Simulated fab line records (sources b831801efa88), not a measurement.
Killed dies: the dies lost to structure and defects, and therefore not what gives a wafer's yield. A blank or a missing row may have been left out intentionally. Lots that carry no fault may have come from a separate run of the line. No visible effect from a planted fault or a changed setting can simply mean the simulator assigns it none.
Which tool did it? + flow sky130 + 11 lots, 33 wafers sampled, at 3 steps of a route of 708

## WHAT EACH GAUGE READ, for each wafer
SKY_FIELD_ISO_THK_MEAS_25. Usual: FIELD_ISO_CVD_24_THK typically reads 594 nm, with standard deviation 6.1.
| lot  | measured    | on            | FIELD_ISO_CVD_24_THK (nm) | flag |
|------|-------------|---------------|---------------------------|------|
| L401 | day 2 18:29 | film-metro-02 | 600 601 598               |      |
| L403 | day 3 04:32 | film-metro-02 | 594 588 597               |      |
| L404 | day 3 13:02 | film-metro-03 | 593 597 596               |      |
| L406 | day 3 21:11 | film-metro-04 | 589 595 592               |      |
| L407 | day 4 01:07 | film-metro-03 | 583 593 596               |      |
| L409 | day 4 12:07 | film-metro-04 | 604 604 610               |      |
| L411 | day 4 20:58 | film-metro-03 | 600 605 601               |      |
| L412 | day 5 01:58 | film-metro-02 | 586 583 585               |      |
| L414 | day 5 14:35 | film-metro-02 | 582 592 588               |      |
| L415 | day 5 20:15 | film-metro-04 | 595 599 598               |      |
| L418 | day 6 11:44 | film-metro-04 | 593 592 593               |      |

SKY_SONOS_ONO_THK_MEAS_01. Usual: SONOS_ONO_OXIDATION_THK typically reads 2.60 nm, with standard deviation 0.051.
| lot  | measured     | on            | SONOS_ONO_OXIDATION_THK (nm) | flag |
|------|--------------|---------------|------------------------------|------|
| L401 | day 12 02:01 | film-metro-04 | 2.64 2.62 2.66               |      |
| L403 | day 12 14:37 | film-metro-03 | 2.50 2.53 2.54               |      |
| L404 | day 13 03:50 | film-metro-03 | 2.64 2.56 2.60               |      |
| L406 | day 13 15:25 | film-metro-04 | 2.54 2.59 2.57               |      |
| L407 | day 13 19:49 | film-metro-04 | 2.62 2.58 2.61               |      |
| L409 | day 14 13:03 | film-metro-03 | 2.68 2.54 2.61               |      |
| L411 | day 15 01:54 | film-metro-02 | 2.58 2.53 2.59               |      |
| L412 | day 15 11:28 | film-metro-02 | 2.52 2.58 2.53               |      |
| L414 | day 16 13:52 | film-metro-03 | 2.58 2.58 2.65               |      |
| L415 | day 16 19:26 | film-metro-04 | 2.66 2.65 2.65               |      |
| L418 | day 17 15:05 | film-metro-02 | 2.59 2.64 2.63               |      |

## EACH LOT AND THE TOOL THAT RAN IT (in order: tool; ch and the chambers of the sampled wafers; start)
| lot  | SKY_VT_ADJUST_PCH_STRIP_09           |
|------|--------------------------------------|
| L401 | plasma-asher-04 ch 0, day 10 23:27   |
| L403 | plasma-asher-04 ch 0,1, day 11 10:01 |
| L404 | plasma-asher-03 ch 0,1, day 12 01:49 |
| L406 | plasma-asher-03 ch 0,1, day 12 10:59 |
| L407 | plasma-asher-04 ch 0,1, day 12 16:00 |
| L409 | plasma-asher-04 ch 0,1, day 13 11:16 |
| L411 | plasma-asher-02 ch 0,1, day 13 22:20 |
| L412 | plasma-asher-03 ch 0,1, day 14 06:13 |
| L414 | plasma-asher-04 ch 0,1, day 15 06:07 |
| L415 | plasma-asher-03 ch 0, day 15 11:36   |
| L418 | plasma-asher-02 ch 0,1, day 16 08:20 |
- SKY_VT_ADJUST_PCH_STRIP_09: strips in O2/N2.

## WHAT THE TOOLS THEMSELVES READ (means of the sampled wafers that have a number; where no wafer has one, the mark that the record gives instead)
SKY_VT_ADJUST_PCH_STRIP_09. Usual: chamber-pressure-mTorr 1499.7 mTorr, standard deviation 1.3; drypump-motor-current-A 5.7 A, standard deviation 0.45; oes-product-au 0.722 a.u., standard deviation 0.0048; strip-time-to-endpoint-s 36.93 s, standard deviation 0.11.
| lot  | tool            | chamber-pressure-mTorr (mTorr) | drypump-motor-current-A (A) | oes-product-au (a.u.) | strip-time-to-endpoint-s (s) | flag |
|------|-----------------|--------------------------------|-----------------------------|-----------------------|------------------------------|------|
| L401 | plasma-asher-04 | 1499.0                         | 6.2                         | 0.721                 | 37.00                        |      |
| L403 | plasma-asher-04 | 1500.3                         | 5.9                         | 0.719                 | 36.98                        |      |
| L404 | plasma-asher-03 | 1500.6                         | 6.0                         | 0.719                 | 36.77                        |      |
| L406 | plasma-asher-03 | 1500.5                         | 6.0                         | 0.721                 | 36.89                        |      |
| L407 | plasma-asher-04 | 1499.1                         | 5.6                         | 0.723                 | 36.91                        |      |
| L409 | plasma-asher-04 | 1499.4                         | 5.6                         | 0.722                 | 36.90                        |      |
| L411 | plasma-asher-02 | 1499.1                         | 5.4                         | 0.722                 | 36.87                        |      |
| L412 | plasma-asher-03 | 1500.9                         | 6.0                         | 0.719                 | 36.76                        |      |
| L414 | plasma-asher-04 | 1499.8                         | 5.6                         | 0.722                 | 36.90                        |      |
| L415 | plasma-asher-03 | 1500.5                         | 6.0                         | 0.723                 | 36.89                        |      |
| L418 | plasma-asher-02 | 1499.8                         | 5.4                         | 0.720                 | 36.75                        |      |

## THE ANSWER, worked out from the rows above alone
Rule: a lot counts as off when the mean over its wafers that have a number is more than 3 standard deviations away from the usual mean. Also off: a lot with no number at a reading for which 4 or more lots have one. Where the step has rows for the other lots, those lots are counted as sound. Order of review: gauges by route order, followed by the tools' own readings, for which a lot's mean as printed above is used. The first step at which some lot is off is used, and at that step the reading that is off furthest; a lot without a number counts as furthest.
No lot is off at any reading shown: from this, nothing can be told.

## WHAT HAD BEEN PUT IN BY THE SIMULATOR
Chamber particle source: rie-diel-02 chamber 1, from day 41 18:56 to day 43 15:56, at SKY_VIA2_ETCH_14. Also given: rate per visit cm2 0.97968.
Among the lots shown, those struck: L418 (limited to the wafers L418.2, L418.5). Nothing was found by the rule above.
